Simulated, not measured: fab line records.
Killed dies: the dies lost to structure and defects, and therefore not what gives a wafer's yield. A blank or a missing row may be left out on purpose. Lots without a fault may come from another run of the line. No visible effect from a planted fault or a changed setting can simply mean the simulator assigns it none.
fab line records	flow sfq-line
record lots=5	wafers=15	last-day=94
route steps=325 shown C5@247 M6@251
lots with no fault: from the same line, run without faults
start-h: the number of hours between the record's first day and the start of the first shown wafer of the lot	wait-h: how many hours have passed since the lot's step before this one	" identical to the entry in the row above	L1.1+2: one row covering several wafers at once	- value missing, or start not given	* or withheld: withheld	< > ~ a bound
route shown NAME@n: NAME is a module with steps in the file, n the number in the route of the first one	usual: mean/standard deviation of fault-free wafers	same: alike in all rows	chamber/n: place in a boat	sites: the reading at each site	_std_site: standard deviation across them	_edge_site: inner sites' mean taken away from outer sites' mean	radius-mm: for every site, how far away it sits from the centre of the wafer	mask NAME#n: copy n	behind: tool/chamber where the wafer was last shaped	hold: what put the lot on hold/how long, in hours/how the hold closed	device: transistor that didn't switch, given as n, p or np	end of line: tests run on the same wafers once the route is complete	for a step that has no rows: nothing shown but its recipe	killed: dies that structure and defects cost at the first sort, which is not the same as the wafer's yield	map: the dies of a wafer, with x for killed, . for not killed, _ for no die there
set.NAME: the setting that was run; set.NAME@STEP: the one run at that earlier step	model.NAME: the simulator's own value behind a step, which no gauge read
lots at some steps of the route; a table a step, a row a wafer
services: the hour from which a tool's chamber was out of use, counted from the record's first day as start-h (under 0 if before that day), plus the number of hours and why
## steps
# step SFQ_TRILAYER_C5_BARC_OPEN_VIA_ETCH_210
# recipe mask-material=PR	chemistry=O2	target-depth-nm=125	target=BARC	source-w=500	bias-w=80	pressure-mtorr=30	time-s=41.7
# usual drypump-motor-current-A=5.6/0.51	oes-product-au=0.685/0.0043	rf-fwd-power-W=494.8/2.1
lot.wafer	tool	chamber	start-h	wait-h	drypump-motor-current-A	oes-product-au	rf-fwd-power-W	rf-hours-counter-h
L408.2	rie-diel-02	1	1808.61	0.0	5.9	0.692	489.7	3
L408.5	"	1	"	"	5.9	0.679	492.8	-
L408.6	"	2	"	"	5.1	0.683	497.1	-
L410.1	rie-diel-02	2	1812.21	0.0	5.1	0.680	493.9	18
L410.3	"	0	"	"	5.6	0.686	492.9	16
L410.5	"	2	"	"	5.1	0.685	494.7	-
L412.2	rie-diel-04	1	1836.21	0.0	5.6	0.685	498.3	17
L412.3	"	0	"	"	6.6	0.684	494.2	2
L412.4	"	2	"	"	4.7	0.684	493.0	2
L415.3	rie-diel-02	1	1843.41	0.0	5.9	0.679	492.9	3
L415.4	"	2	"	"	5.1	0.684	495.7	18
L415.5	"	1	"	"	5.9	0.687	492.4	-
L424.1	rie-diel-04	2	1887.33	0.0	4.7	0.680	494.0	3
L424.5	"	1	"	"	5.6	0.683	494.9	-
L424.6	"	2	"	"	4.7	0.683	493.7	-
# step SFQ_TRILAYER_C5_ETCH_VIA_ETCH_154
# recipe target=SiO2	mask-material=PR	chemistry=CHF3	target-depth-nm=84	source-w=500	bias-w=80	pressure-mtorr=30	time-s=withheld	stop-on=Nb
# usual drypump-motor-current-A=5.6/0.51	oes-product-au=0.891/0.0092	rf-fwd-power-W=495.5/1.9
lot.wafer	tool	chamber	start-h	wait-h	drypump-motor-current-A	oes-product-au	rf-fwd-power-W
L408.2	rie-diel-02	1	1808.65	0.0	5.9	0.893	491.1
L408.5	"	1	"	"	5.8	0.902	490.8
L408.6	"	2	"	"	5.1	0.900	494.6
L410.1	rie-diel-02	2	1812.25	0.0	5.1	0.889	495.5
L410.3	"	0	"	"	5.7	0.882	496.2
L410.5	"	2	"	"	5.1	0.897	496.7
L412.2	rie-diel-04	1	1836.25	0.0	5.6	0.893	499.9
L412.3	"	0	"	"	6.6	0.881	495.2
L412.4	"	2	"	"	4.7	0.893	495.0
L415.3	rie-diel-02	1	1843.45	0.0	5.9	0.872	491.0
L415.4	"	2	"	"	5.1	0.896	495.1
L415.5	"	1	"	"	6.0	0.887	493.5
L424.1	rie-diel-04	2	1887.37	0.0	4.6	0.885	494.0
L424.5	"	1	"	"	5.6	0.896	496.0
L424.6	"	2	"	"	4.6	0.899	493.2
# step SFQ_TRILAYER_C5_STRIP_STRIP_155
# recipe gas=O2	power-w=200	platen-temp-c=40	overash-fraction=0.65	chemistry=O2	pressure-mtorr=50
# usual drypump-motor-current-A=5.7/0.37	oes-product-au=1.004/0.007
lot.wafer	tool	chamber	start-h	wait-h	drypump-motor-current-A	oes-product-au	rf-hours-counter-h
L408.2	rie-metal-01	1	1808.70	-	5.5	1.009	122
L408.5	"	1	"	"	5.5	1.014	-
L408.6	"	0	"	"	5.9	1.000	-
L410.1	rie-metal-01	0	1812.30	-	5.9	1.003	103
L410.3	"	1	"	"	5.5	1.003	-
L410.5	"	1	"	"	5.4	1.007	-
L412.2	rie-metal-03	1	1836.30	-	5.3	1.008	67
L412.3	"	0	"	"	5.4	1.009	-
L412.4	"	1	"	"	5.3	1.003	-
L415.3	rie-metal-04	0	1843.70	-	6.2	1.002	-
L415.4	"	1	"	"	6.0	0.995	-
L415.5	"	0	"	"	6.2	1.007	-
L424.1	rie-metal-03	1	1887.42	-	5.3	1.000	73
L424.5	"	1	"	"	5.3	0.991	-
L424.6	"	0	"	"	5.4	1.008	-
# step SFQ_TRILAYER_C5_STRIP_SOLV_CLEAN_156
# recipe chemistry=NMP	temp-c=70	time-s=600
# step SFQ_TRILAYER_M6_DEP_PRE_CLEAN_158
# recipe gas=Ar	time-s=22.5	bias-v=250
# step SFQ_TRILAYER_M6_DEP_SPUTTER_157
# recipe material=Nb	base-pressure-pa=1.33e-06	chamber-pressure-pa=0.1333	substrate-temp-c=20	target-thk-nm=200	power-w=2000	time-s=133.3
# usual throttle-valve-pct=29.5/1.4
lot.wafer	tool	chamber	start-h	wait-h	throttle-valve-pct
L408.2	pvd-sputter-06	-	1809.51	0.0	30.1
L408.5	"	-	"	"	27.1
L408.6	"	-	"	"	30.9
L410.1	pvd-sputter-03	-	1813.11	0.0	30.2
L410.3	"	-	"	"	29.5
L410.5	"	-	"	"	29.6
L412.2	pvd-sputter-06	-	1837.11	0.0	30.3
L412.3	"	-	"	"	27.2
L412.4	"	-	"	"	30.7
L415.3	pvd-sputter-03	-	1844.31	0.0	30.6
L415.4	"	-	"	"	28.7
L415.5	"	-	"	"	28.7
L424.1	pvd-sputter-03	-	1888.23	0.0	31.1
L424.5	"	-	"	"	30.2
L424.6	"	-	"	"	28.6
# step SFQ_M6_RS_MEAS_938
# recipe thk-meas-gauge=four-point-probe	reads=Nb_of_TRILAYER_M6_DEP_SPUTTER_157
# usual M6_NB_RS=0.886/0.0088
lot.wafer	tool	chamber	start-h	wait-h	M6_NB_RS[ohm/sq]
L408.2	film-metro-04	-	1809.62	0.1	0.883
L408.5	"	-	"	"	0.887
L408.6	"	-	"	"	0.884
L410.1	film-metro-01	-	1813.20	0.0	0.902
L410.3	"	-	"	"	0.879
L410.5	"	-	"	"	0.887
L412.2	film-metro-03	-	1837.22	0.1	0.872
L412.3	"	-	"	"	0.878
L412.4	"	-	"	"	0.877
L415.3	film-metro-03	-	1844.44	0.1	0.919
L415.4	"	-	"	"	0.898
L415.5	"	-	"	"	0.903
L424.1	film-metro-03	-	1888.32	0.0	0.883
L424.5	"	-	"	"	0.893
L424.6	"	-	"	"	0.890
# step SFQ_TRILAYER_M6_LITHO_COAT_164
# recipe resist=BARC	spin-rpm=3000	resist-thk-nm=62
# step SFQ_TRILAYER_M6_LITHO_COAT_159
# recipe resist=KrF	spin-rpm=3000	resist-thk-nm=600
# step SFQ_TRILAYER_M6_LITHO_SOFTBAKE_163
# recipe temp-c=withheld	time-s=withheld	resist=KrF
# step SFQ_TRILAYER_M6_LITHO_EXPOSE_160
# recipe mask-id=M6	na=0.6	source-shape=conventional	sigma-outer=0.65	target-cd-nm=500	dose-mj=14.4
# step SFQ_TRILAYER_M6_LITHO_PEB_162
# recipe peb-temp-c=115	peb-time-s=60	resist=KrF
# usual heater-power-total-W=79.15/0.059	resist-line-temp-C=23.01/0.11
lot.wafer	tool	chamber	start-h	wait-h	heater-power-total-W	resist-line-temp-C
L408.2	litho-track-03	0	1898.00	0.8	79.20	23.07
L408.5	"	0	"	"	79.20	23.05
L408.6	"	0	"	"	79.14	23.18
L410.1	litho-track-04	0	1902.77	1.0	79.26	23.09
L410.3	"	0	"	"	79.19	23.11
L410.5	"	0	"	"	79.11	23.08
L412.2	litho-track-02	0	1925.42	0.8	79.18	23.06
L412.3	"	0	"	"	79.17	22.95
L412.4	"	0	"	"	79.24	22.99
L415.3	litho-track-04	0	1933.85	0.7	79.10	22.95
L415.4	"	0	"	"	79.05	23.05
L415.5	"	0	"	"	82.75	23.06
L424.1	litho-track-03	0	1982.92	1.0	79.13	22.95
L424.5	"	0	"	"	79.23	22.98
L424.6	"	0	"	"	79.18	23.07
# step SFQ_TRILAYER_M6_LITHO_DEVELOP_161
# recipe time-s=60	resist=KrF
# step SFQ_M6_OVL_MEAS_940
# usual M6_OVL=-2/5.6
lot.wafer	tool	chamber	start-h	wait-h	M6_OVL[nm]
L408.2	overlay-02	-	1898.28	0.1	1
L408.5	"	-	"	"	-7
L408.6	"	-	"	"	-5
L410.1	overlay-02	-	1903.07	0.1	-6
L410.3	"	-	"	"	0
L410.5	"	-	"	"	2
L412.2	overlay-01	-	1925.70	0.1	0
L412.3	"	-	"	"	4
L412.4	"	-	"	"	1
L415.3	overlay-01	-	1934.11	0.1	8
L415.4	"	-	"	"	-3
L415.5	"	-	"	"	4
L424.1	overlay-02	-	1983.22	0.1	1
L424.5	"	-	"	"	3
L424.6	"	-	"	"	-5
# step SFQ_TRILAYER_M6_BARC_OPEN_METAL_ETCH_206
# recipe mask-material=PR	chemistry=O2	target-depth-nm=125	target=BARC	icp-w=600	bias-w=80	pressure-mtorr=10	time-s=41.7
# usual drypump-motor-current-A=5.9/0.32	oes-product-au=0.685/0.0048	rf-fwd-power-W=593/3.1
lot.wafer	tool	chamber	start-h	wait-h	drypump-motor-current-A	oes-product-au	rf-fwd-power-W	rf-hours-counter-h	model.M6.cd-nm
L408.2	rie-metal-02	1	1898.31	0.0	6.3	0.685	594	52	501.5
L408.5	"	0	"	"	5.4	0.681	591	-	499.4
L408.6	"	1	"	"	6.2	0.685	592	-	500.8
L410.1	rie-metal-04	0	1903.11	0.0	6.2	0.689	587	128	499
L410.3	"	0	"	"	6.2	0.684	585	-	498.7
L410.5	"	0	"	"	6.2	0.689	590	-	499.8
L412.2	rie-metal-04	1	1925.73	0.0	6.0	0.684	598	20	501.8
L412.3	"	1	"	"	6.1	0.684	597	-	501.5
L412.4	"	0	"	"	6.2	0.690	589	-	499.5
L415.3	rie-metal-01	0	1934.15	0.0	5.8	0.688	592	-	499.9
L415.4	"	1	"	"	5.5	0.689	597	-	499.2
L415.5	"	1	"	"	5.5	0.684	596	-	519.8
L424.1	rie-metal-01	1	1983.26	0.0	5.5	0.693	592	8	499.9
L424.5	"	1	"	"	5.5	0.687	594	-	498.1
L424.6	"	1	"	"	5.5	0.686	593	-	499.7
# step SFQ_TRILAYER_M6_ETCH_METAL_ETCH_162
# recipe target=Nb	stop-on=SiO2	mask-material=PR	chemistry=Cl2/Ar	target-depth-nm=240	icp-w=600	bias-w=80	pressure-mtorr=10	time-s=120
# usual drypump-motor-current-A=5.9/0.32	oes-product-au=0.897/0.007	rf-fwd-power-W=596.8/2.3
lot.wafer	tool	chamber	start-h	wait-h	drypump-motor-current-A	oes-product-au	rf-fwd-power-W	rf-hours-counter-h	model.M6.cd-nm
L408.2	rie-metal-02	1	1898.37	0.0	6.3	0.898	601.2	52	504.4
L408.5	"	0	"	"	5.4	0.898	593.7	-	498
L408.6	"	1	"	"	6.2	0.903	603.8	-	502.8
L410.1	rie-metal-04	0	1903.17	0.0	6.2	0.881	597.1	128	497.4
L410.3	"	0	"	"	6.2	0.900	598.0	-	496.8
L410.5	"	0	"	"	6.2	0.900	594.3	-	497.7
L412.2	rie-metal-04	1	1925.79	0.0	6.0	0.910	594.9	20	501.4
L412.3	"	1	"	"	6.1	0.897	595.9	-	502.2
L412.4	"	0	"	"	6.2	0.894	595.5	-	499.1
L415.3	rie-metal-01	0	1934.23	0.1	5.9	0.879	595.6	-	497.2
L415.4	"	1	"	"	5.5	0.884	596.4	-	499.8
L415.5	"	1	"	"	5.5	0.884	595.7	-	519.9
L424.1	rie-metal-01	1	1983.38	0.1	5.5	0.894	598.4	8	498.6
L424.5	"	1	"	"	5.5	0.893	599.4	-	496.8
L424.6	"	1	"	"	5.5	0.895	599.5	-	498.5
# step SFQ_TRILAYER_M6_STRIP_STRIP_163
# recipe gas=O2	power-w=200	platen-temp-c=40	overash-fraction=0.65	chemistry=O2	pressure-mtorr=50
# usual drypump-motor-current-A=5.9/0.32	oes-product-au=1.006/0.008
lot.wafer	tool	chamber	start-h	wait-h	drypump-motor-current-A	oes-product-au	rf-hours-counter-h
L408.2	rie-metal-02	1	1898.49	0.1	6.2	1.001	52
L408.5	"	0	"	"	5.4	1.008	-
L408.6	"	1	"	"	6.2	1.002	-
L410.1	rie-metal-04	0	1903.29	0.1	6.2	1.014	128
L410.3	"	0	"	"	6.2	1.010	-
L410.5	"	0	"	"	6.2	1.013	-
L412.2	rie-metal-04	1	1925.92	0.1	6.1	1.010	20
L412.3	"	1	"	"	6.1	1.010	-
L412.4	"	0	"	"	6.2	0.989	-
L415.3	rie-metal-01	0	1934.52	0.2	5.9	1.000	-
L415.4	"	1	"	"	5.5	1.020	-
L415.5	"	1	"	"	5.5	1.024	-
L424.1	rie-metal-01	1	1983.63	0.2	5.5	1.006	8
L424.5	"	1	"	"	5.5	1.006	-
L424.6	"	1	"	"	5.5	1.012	-
## services
tool	chamber	start-h	hours	kind
pvd-sputter-03	-	1793.71	10.1	repair
rie-diel-02	3	1807.57	18.2	repair
rie-diel-02	0	1815.14	4.6	repair
pvd-sputter-06	-	1815.70	5.2	repair
rie-diel-04	1	1850.63	3.5	repair
rie-diel-02	1	1893.40	10.8	repair
pvd-sputter-03	-	1895.56	3.8	repair
rie-diel-04	0	1897.68	9.2	repair
rie-metal-01	1	1904.85	-	clean
rie-metal-01	1	1904.85	-	consumable-replace:focus-ring
rie-metal-01	1	1904.85	27.7	scheduled-down
rie-metal-01	1	1904.85	27.7	vent-cycle
rie-diel-04	-	1908.01	14.6	pm
rie-diel-02	1	1917.26	6.6	repair
rie-metal-04	0	1948.69	-	clean
rie-metal-04	0	1948.69	-	consumable-replace:focus-ring
rie-metal-04	0	1948.69	18.4	scheduled-down
rie-metal-04	0	1948.69	18.4	vent-cycle
pvd-sputter-03	-	1954.09	5.5	repair
rie-metal-01	0	1973.34	-	clean
rie-metal-01	0	1973.34	-	consumable-replace:focus-ring
rie-metal-01	0	1973.34	17.8	scheduled-down
rie-metal-01	0	1973.34	17.8	vent-cycle
rie-metal-01	-	1979.37	2.8	pm
## key
first-sign step=SFQ_TRILAYER_M6_LITHO_PEB_162	reading=heater-power-total-W	direction=up	sigmas=61	usual=79.15	struck=82.75
effect none on later readings
model-effect step=SFQ_TRILAYER_M6_BARC_OPEN_METAL_ETCH_206	value=M6.cd-nm	without=500.4	struck=519.8
model-effect step=SFQ_TRILAYER_M6_ETCH_METAL_ETCH_162	value=M6.cd-nm	without=500.6	struck=519.9
met-at SFQ_TRILAYER_M6_LITHO_PEB_162
struck-wafers L415.5
onset-between 1902.77 1933.85
fault kind=process-parameter-drift	tool=litho-track-04	chamber=-	onset-h=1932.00	steps=SFQ_TRILAYER_M6_LITHO_PEB_162	channel=peb-time-s	offset=*	shape=step	end-h=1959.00	scope=struck-wafers-only	acts-in=*	stated=*
